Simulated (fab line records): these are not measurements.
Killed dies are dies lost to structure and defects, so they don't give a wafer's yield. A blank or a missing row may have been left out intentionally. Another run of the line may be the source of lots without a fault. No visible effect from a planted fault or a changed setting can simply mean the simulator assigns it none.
fab line records | flow sky130
[record] lots = 13 | wafers = 36 | last_day = 51
route steps=708 shown POLY_GATE@227 LI_CONTACT@365 VIA4@639 PAD_OPEN@708
lots untouched by any fault: they come from a run of this same line in which no faults occurred
start_h: hours from the record's first day to the start of the lot's first wafer shown | wait_h: hours elapsed since this lot's preceding step | " same as the row above | L1.1+2: several wafers, shown together as one row | - no value present, or no start provided | * or withheld: withheld | < > ~ a bound
route shown NAME@n: a module of which the file shows steps, and the number in the route of the first | usual: the fault-free wafers' mean and standard deviation | same: alike in all rows | chamber/n: place in a boat | sites: the reading at each site | _std_site: standard deviation of those values | _edge_site: the outer-site mean with the inner-site mean subtracted | radius_mm: for every site, how far away it sits from the centre of the wafer | mask NAME#n: copy n | behind: the last tool/chamber to shape the wafer | hold: what put the lot on hold/how long, in hours/how the hold closed | device: which transistor (n, p or np) failed to switch | end of line: the tests these same wafers got at the end of their route | a step without rows: its recipe alone | killed: count of dies lost to structure and defects at first sort (not the wafer's yield) | map: the dies of a wafer, with x for killed, . for not killed, _ for no die there
set.NAME: the run value of the setting; set.NAME@STEP: its run value at that earlier step | model.NAME: the simulator's own value behind a step, which no gauge read
the route's steps for a sample of lots (tables are steps, rows are wafers)
services: the hour from which a tool's chamber was out of use, counted from the record's first day as start_h (under 0 if before that day), plus the number of hours and why
[[steps]]
[step SKY_POLY_GATE_CD_MEAS_13]
[recipe] target_cd_nm = 150
[usual] cd_nm = 150.1/1.3
lot.wafer | tool      | chamber | start_h | wait_h | cd_nm
L356.1    | cd_sem-01 | -       | 403.29  | -      | 149.6
L356.5    | "         | -       | "       | "      | 149.2
L356.6    | "         | -       | "       | "      | 149.3
L357.3    | cd_sem-02 | -       | 410.06  | -      | 151.5
L357.5    | "         | -       | "       | "      | 150.7
L357.6    | "         | -       | "       | "      | 150.6
L358.1    | cd_sem-01 | -       | 417.39  | -      | 149.6
L358.4    | "         | -       | "       | "      | 150.6
L358.5    | "         | -       | "       | "      | 150.1
L359.1    | cd_sem-02 | -       | 425.42  | -      | 147.7
L359.2    | "         | -       | "       | "      | 149.4
L359.3    | "         | -       | "       | "      | 148.7
L361.1    | cd_sem-01 | -       | 447.66  | -      | 149.4
L361.2    | "         | -       | "       | "      | 150.2
L361.3    | "         | -       | "       | "      | 151.2
L362.1    | cd_sem-01 | -       | 448.77  | -      | 148.8
L362.2    | "         | -       | "       | "      | 147.3
L362.3    | "         | -       | "       | "      | 147.5
L364.3    | cd_sem-01 | -       | 476.78  | -      | 150.8
L364.4    | "         | -       | "       | "      | 151.8
L364.5    | "         | -       | "       | "      | 151.3
L368.1    | cd_sem-02 | -       | 508.87  | -      | 147.6
L368.4    | "         | -       | "       | "      | 149.1
L369.1    | cd_sem-01 | -       | 514.57  | -      | 150.1
L369.4    | "         | -       | "       | "      | 149.2
L371.1    | cd_sem-02 | -       | 528.10  | -      | 146.3
L371.6    | "         | -       | "       | "      | 146.9
L373.2    | cd_sem-02 | -       | 544.81  | -      | 150.2
L373.3    | "         | -       | "       | "      | 150.0
L373.6    | "         | -       | "       | "      | 151.1
L376.4    | cd_sem-02 | -       | 571.46  | -      | 151.4
L376.5    | "         | -       | "       | "      | 150.7
L376.6    | "         | -       | "       | "      | 151.6
L377.1    | cd_sem-02 | -       | 578.55  | -      | 148.3
L377.3    | "         | -       | "       | "      | 149.5
L377.5    | "         | -       | "       | "      | 148.6
[step SKY_POLY_GATE_OVL_MEAS_14]
[usual] POLY_GATE_OVL = 0/5.8
lot.wafer | tool       | chamber | start_h | wait_h | POLY_GATE_OVL[nm]
L356.1    | overlay-02 | -       | 403.41  | 0.1    | 6
L356.5    | "          | -       | "       | "      | 4
L356.6    | "          | -       | "       | "      | -3
L357.3    | overlay-01 | -       | 410.15  | 0.1    | -2
L357.5    | "          | -       | "       | "      | 5
L357.6    | "          | -       | "       | "      | 6
L358.1    | overlay-01 | -       | 417.51  | 0.1    | 13
L358.4    | "          | -       | "       | "      | 10
L358.5    | "          | -       | "       | "      | 15
L359.1    | overlay-02 | -       | 425.54  | 0.1    | 1
L359.2    | "          | -       | "       | "      | -3
L359.3    | "          | -       | "       | "      | 0
L361.1    | overlay-02 | -       | 447.78  | 0.1    | -3
L361.2    | "          | -       | "       | "      | -11
L361.3    | "          | -       | "       | "      | -6
L362.1    | overlay-02 | -       | 448.89  | 0.1    | -5
L362.2    | "          | -       | "       | "      | 1
L362.3    | "          | -       | "       | "      | -5
L364.3    | overlay-02 | -       | 476.87  | 0.1    | -4
L364.4    | "          | -       | "       | "      | -10
L364.5    | "          | -       | "       | "      | -3
L368.1    | overlay-02 | -       | 508.99  | 0.1    | 2
L368.4    | "          | -       | "       | "      | -1
L369.1    | overlay-02 | -       | 514.69  | 0.1    | -3
L369.4    | "          | -       | "       | "      | -10
L371.1    | overlay-02 | -       | 528.22  | 0.1    | 3
L371.6    | "          | -       | "       | "      | 0
L373.2    | overlay-02 | -       | 544.92  | 0.1    | -7
L373.3    | "          | -       | "       | "      | -6
L373.6    | "          | -       | "       | "      | -10
L376.4    | overlay-02 | -       | 571.54  | 0.1    | 5
L376.5    | "          | -       | "       | "      | 3
L376.6    | "          | -       | "       | "      | 4
L377.1    | overlay-01 | -       | 578.67  | 0.1    | 6
L377.3    | "          | -       | "       | "      | 1
L377.5    | "          | -       | "       | "      | -2
[step SKY_LI_CONTACT_BOW_MEAS_03]
[recipe] mode = bow
[usual] LI_CONTACT_BOW = 56/6.1
lot.wafer | tool          | chamber | start_h | wait_h | LI_CONTACT_BOW[um]
L356.1    | film_metro-02 | -       | 684.33  | 0.2    | 54
L356.5    | "             | -       | "       | "      | 55
L356.6    | "             | -       | "       | "      | 61
L357.3    | film_metro-02 | -       | 691.48  | 0.2    | 47
L357.5    | "             | -       | "       | "      | 55
L357.6    | "             | -       | "       | "      | 48
L358.1    | film_metro-02 | -       | 700.44  | 0.2    | 51
L358.4    | "             | -       | "       | "      | 52
L358.5    | "             | -       | "       | "      | 53
L359.1    | film_metro-02 | -       | 706.98  | 0.1    | 57
L359.2    | "             | -       | "       | "      | 57
L359.3    | "             | -       | "       | "      | 64
L361.1    | film_metro-02 | -       | 724.24  | 0.1    | 63
L361.2    | "             | -       | "       | "      | 41
L361.3    | "             | -       | "       | "      | 54
L362.1    | film_metro-03 | -       | 726.24  | 0.2    | 43
L362.2    | "             | -       | "       | "      | 58
L362.3    | "             | -       | "       | "      | 66
L364.3    | film_metro-02 | -       | 751.69  | 0.3    | 54
L364.4    | "             | -       | "       | "      | 56
L364.5    | "             | -       | "       | "      | 51
L368.1    | film_metro-01 | -       | 781.79  | 0.2    | 63
L368.4    | "             | -       | "       | "      | 60
L369.1    | film_metro-01 | -       | 787.34  | 0.1    | 58
L369.4    | "             | -       | "       | "      | 52
L371.1    | film_metro-02 | -       | 798.99  | 0.1    | 51
L371.6    | "             | -       | "       | "      | 59
L373.2    | film_metro-03 | -       | 817.06  | 0.1    | 53
L373.3    | "             | -       | "       | "      | 65
L373.6    | "             | -       | "       | "      | 51
L376.4    | film_metro-02 | -       | 834.19  | 0.2    | 60
L376.5    | "             | -       | "       | "      | 52
L376.6    | "             | -       | "       | "      | 58
L377.1    | film_metro-01 | -       | 844.65  | 0.2    | 41
L377.3    | "             | -       | "       | "      | 61
L377.5    | "             | -       | "       | "      | 58
[step SKY_VIA4_HDPCVD_00]
[recipe] material = SiO2 | target_thk_nm = 1750 | sigma_open_frac = 0.3 | time_s = 291.7 | temp_c = 400 | sih4_flow_sccm = 60 | pressure_mtorr = 6
[usual] pressure_mtorr = 5.998/0.011 | run_length_s = 319.5/0.61 | susceptor_temp_C = 400.01/0.2
lot.wafer | tool      | chamber | start_h | wait_h | pressure_mtorr | run_length_s | susceptor_temp_C
L356.1    | hdpcvd-02 | 2       | 1019.78 | 0.0    | 6.010          | 319.9        | 400.05
L356.5    | "         | 1       | "       | "      | 5.988          | 318.9        | 400.10
L356.6    | "         | 0       | "       | "      | 6.004          | 320.1        | 399.95
L357.3    | hdpcvd-01 | 2       | 1024.42 | 0.1    | 5.988          | 320.6        | 400.27
L357.5    | "         | 1       | "       | "      | 6.012          | 319.3        | 399.61
L357.6    | "         | 2       | "       | "      | 5.970          | 321.0        | 400.00
L358.1    | hdpcvd-01 | 1       | 1033.14 | 0.0    | 5.993          | 319.8        | 400.19
L358.4    | "         | 1       | "       | "      | 6.003          | 319.5        | 399.84
L358.5    | "         | 2       | "       | "      | 6.005          | 320.3        | 399.89
L359.1    | hdpcvd-02 | 1       | 1035.84 | 0.0    | 6.010          | 318.8        | 399.85
L359.2    | "         | 2       | "       | "      | 6.001          | 319.4        | 400.26
L359.3    | "         | 0       | "       | "      | 6.003          | 319.6        | 399.93
L361.1    | hdpcvd-01 | 0       | 1051.30 | 0.0    | 6.019          | 319.7        | 400.02
L361.2    | "         | 2       | "       | "      | 5.995          | 321.0        | 399.82
L361.3    | "         | 1       | "       | "      | 6.008          | 319.6        | 400.03
L362.1    | hdpcvd-02 | 0       | 1051.42 | 0.0    | 6.008          | 319.5        | 399.97
L362.2    | "         | 2       | "       | "      | 5.980          | 318.8        | 399.91
L362.3    | "         | 1       | "       | "      | 6.003          | 318.9        | 399.78
L364.3    | hdpcvd-01 | 0       | 1072.46 | 0.0    | 5.978          | 320.0        | 400.35
L364.4    | "         | 0       | "       | "      | 5.997          | 319.9        | 400.05
L364.5    | "         | 1       | "       | "      | 6.019          | 319.6        | 399.91
L368.1    | hdpcvd-01 | 2       | 1096.83 | 0.0    | 5.998          | 307.0        | -
L368.4    | "         | 1       | "       | "      | 6.007          | 319.4        | 399.90
L369.1    | hdpcvd-01 | 1       | 1103.20 | 0.0    | 5.998          | 305.0        | -
L369.4    | "         | 1       | "       | "      | 5.999          | 319.8        | 400.18
L371.1    | hdpcvd-01 | 0       | 1109.08 | 0.0    | 5.996          | 304.9        | -
L371.6    | "         | 1       | "       | "      | 6.001          | 305.0        | -
L373.2    | hdpcvd-02 | 1       | 1125.79 | 0.0    | 5.987          | 318.8        | 400.33
L373.3    | "         | 2       | "       | "      | 5.980          | 318.7        | 400.07
L373.6    | "         | 0       | "       | "      | 6.004          | 319.5        | 399.73
L376.4    | hdpcvd-02 | 2       | 1136.63 | 0.1    | 6.000          | 319.0        | 399.98
L376.5    | "         | 1       | "       | "      | 5.986          | 318.7        | 400.44
L376.6    | "         | 0       | "       | "      | 5.990          | 319.4        | 399.83
L377.1    | hdpcvd-02 | 1       | 1146.14 | 0.0    | 5.996          | 318.9        | 399.67
L377.3    | "         | 2       | "       | "      | 6.007          | 319.1        | 399.85
L377.5    | "         | 2       | "       | "      | 6.013          | 318.9        | 399.82
[step SKY_VIA4_THK_MEAS_01]
[recipe] reads = SiO2_of_VIA4_HDPCVD_00
[usual] VIA4_HDPCVD_THK = 1744/16
lot.wafer | tool          | chamber | start_h | wait_h | VIA4_HDPCVD_THK[nm]
L356.1    | film_metro-04 | -       | 1019.96 | 0.1    | 1765
L356.5    | "             | -       | "       | "      | 1722
L356.6    | "             | -       | "       | "      | 1722
L357.3    | film_metro-04 | -       | 1024.62 | 0.1    | 1745
L357.5    | "             | -       | "       | "      | 1748
L357.6    | "             | -       | "       | "      | 1743
L358.1    | film_metro-02 | -       | 1033.32 | 0.1    | 1732
L358.4    | "             | -       | "       | "      | 1766
L358.5    | "             | -       | "       | "      | 1751
L359.1    | film_metro-04 | -       | 1036.02 | 0.1    | 1738
L359.2    | "             | -       | "       | "      | 1746
L359.3    | "             | -       | "       | "      | 1730
L361.1    | film_metro-04 | -       | 1051.47 | 0.1    | 1737
L361.2    | "             | -       | "       | "      | 1744
L361.3    | "             | -       | "       | "      | 1735
L362.1    | film_metro-03 | -       | 1051.60 | 0.1    | 1723
L362.2    | "             | -       | "       | "      | 1732
L362.3    | "             | -       | "       | "      | 1723
L364.3    | film_metro-04 | -       | 1072.66 | 0.1    | 1741
L364.4    | "             | -       | "       | "      | 1758
L364.5    | "             | -       | "       | "      | 1747
L368.1    | film_metro-04 | -       | 1097.01 | 0.1    | 1660
L368.4    | "             | -       | "       | "      | 1733
L369.1    | film_metro-04 | -       | 1103.38 | 0.1    | 1656
L369.4    | "             | -       | "       | "      | 1750
L371.1    | film_metro-04 | -       | 1109.26 | 0.1    | 1658
L371.6    | "             | -       | "       | "      | 1672
L373.2    | film_metro-04 | -       | 1125.98 | 0.1    | 1717
L373.3    | "             | -       | "       | "      | 1737
L373.6    | "             | -       | "       | "      | 1723
L376.4    | film_metro-04 | -       | 1136.75 | 0.0    | 1725
L376.5    | "             | -       | "       | "      | 1708
L376.6    | "             | -       | "       | "      | 1724
L377.1    | film_metro-03 | -       | 1146.32 | 0.1    | 1736
L377.3    | "             | -       | "       | "      | 1751
L377.5    | "             | -       | "       | "      | 1752
[step SKY_PAD_OPEN_PROBE_99]
[usual] defect_limited_yield = 82.3/1.8 | killed_at_M0_to_M3 = 43/6.9 | killed_at_M4_up = 3.2/1.6 | killed_at_contacts = 25/5.1 | killed_at_front_end = 16/4.5 | killed_at_other = 0.3/0.68 | killed_dies = 87/8.9 | killed_open = 48/6.9 | killed_short = 39/6.3 | sort_bin_3_pad_short = 0.8/0.4 | sort_bin_5_function = 10.5/1.4 | sort_bin_6_memory = 6.4/1.1 | sort_n_pass = 405/8.9 | sort_yield_pct = 82.3/1.8
[same] gross_dies = 492 | killed_at_back_side = 0 | sort_bin_4_leakage[%] = 0 | sort_bin_8_speed[%] = 0
lot.wafer | tool      | chamber | start_h | wait_h | defect_limited_yield[%] | killed_at_M0_to_M3 | killed_at_M4_up | killed_at_contacts | killed_at_front_end | killed_at_other | killed_dies | killed_open | killed_short | sort_bin_3_pad_short[%] | sort_bin_5_function[%] | sort_bin_6_memory[%] | sort_n_pass | sort_yield_pct[%]
L369.1    | prober-01 | -       | 1184.73 | 0.1    | 79.5                    | 50                 | 6               | 29                 | 16                  | 0               | 101         | 61          | 40           | 1.6                     | 12.2                   | 6.7                  | 391         | 79.5
L369.4    | prober-01 | -       | 1184.88 | 0.2    | 81.5                    | 43                 | 3               | 32                 | 12                  | 1               | 91          | 48          | 43           | 0.4                     | 11.0                   | 7.1                  | 401         | 81.5
L371.1    | prober-01 | -       | 1190.89 | 0.1    | 82.9                    | 43                 | 2               | 16                 | 23                  | 0               | 84          | 42          | 41           | 1.0                     | 8.9                    | 7.1                  | 408         | 82.9
L371.6    | prober-01 | -       | 1191.14 | 0.2    | 82.3                    | 46                 | 1               | 25                 | 15                  | 0               | 87          | 50          | 37           | 1.2                     | 10.6                   | 5.9                  | 405         | 82.3
// killed by level:class
L369.1 CONTACT:geometric_particle:open=13 VIA1:geometric_particle:open=10 VIA2:geometric_particle:open=9 VIA3:geometric_particle:open=7 CONTACT:geometric_particle:short=6 VIA2:geometric_particle:short=6 LI_CONTACT:geometric_particle:open=5 POLY_GATE:geometric_particle:open=4
L369.4 VIA1:geometric_particle:open=13 CONTACT:geometric_particle:open=12 LI_CONTACT:geometric_particle:open=7 LOCAL_INTERCONNECT:geometric_particle:short=7 VIA1:geometric_particle:short=7 VIA2:geometric_particle:open=6 CONTACT:geometric_particle:short=5 VIA3:geometric_particle:open=5
L371.1 VIA1:geometric_particle:open=14 LI_CONTACT:geometric_particle:open=7 POLY_GATE:geometric_particle:short=6 METAL1:geometric_particle:short=6 FIELD_ISO:geometric_particle:open=5 VIA3:geometric_particle:open=5 FIELD_ISO:geometric_particle:short=4 VIA1:geometric_particle:short=4
L371.6 VIA1:geometric_particle:open=14 LI_CONTACT:geometric_particle:open=8 CONTACT:geometric_particle:open=7 VIA1:geometric_particle:short=7 VIA2:geometric_particle:open=6 POLY_GATE:geometric_particle:open=4 LI_CONTACT:geometric_particle:short=4 CONTACT:geometric_particle:short=4
[[services]]
tool      | chamber | start_h | hours | kind
hdpcvd-01 | 0       | 1014.89 | 9.9   | repair
hdpcvd-01 | -       | 1034.14 | 5.5   | pm
hdpcvd-02 | -       | 1060.74 | 1.7   | repair
hdpcvd-01 | 1       | 1082.72 | 8.8   | repair
hdpcvd-01 | -       | 1110.71 | 3.3   | repair
[[key]]
[first_sign] step = SKY_VIA4_HDPCVD_00 | reading = run_length_s | direction = down | sigmas = 23 | usual = * | struck = *
[effect] step = SKY_VIA4_THK_MEAS_01 | reading = VIA4_HDPCVD_THK | direction = down | sigmas = 5.1 | usual = 1744 | struck = 1662
met_at SKY_VIA4_HDPCVD_00
struck_lots L368,L369,L371
struck_wafers L368.1,L369.1,L371.1,L371.6
not_acting_at SKY_POLY_GATE_CD_MEAS_13,SKY_POLY_GATE_OVL_MEAS_14,SKY_LI_CONTACT_BOW_MEAS_03
onset_between 1072.46 1096.83
[fault] kind = process_parameter_drift | tool = hdpcvd-01 | chamber = - | onset_h = 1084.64 | steps = SKY_VIA4_HDPCVD_00 | channel = time_s | offset = * | shape = step | end_h = 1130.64 | scope = struck_wafers_only | acts_in = * | stated = *
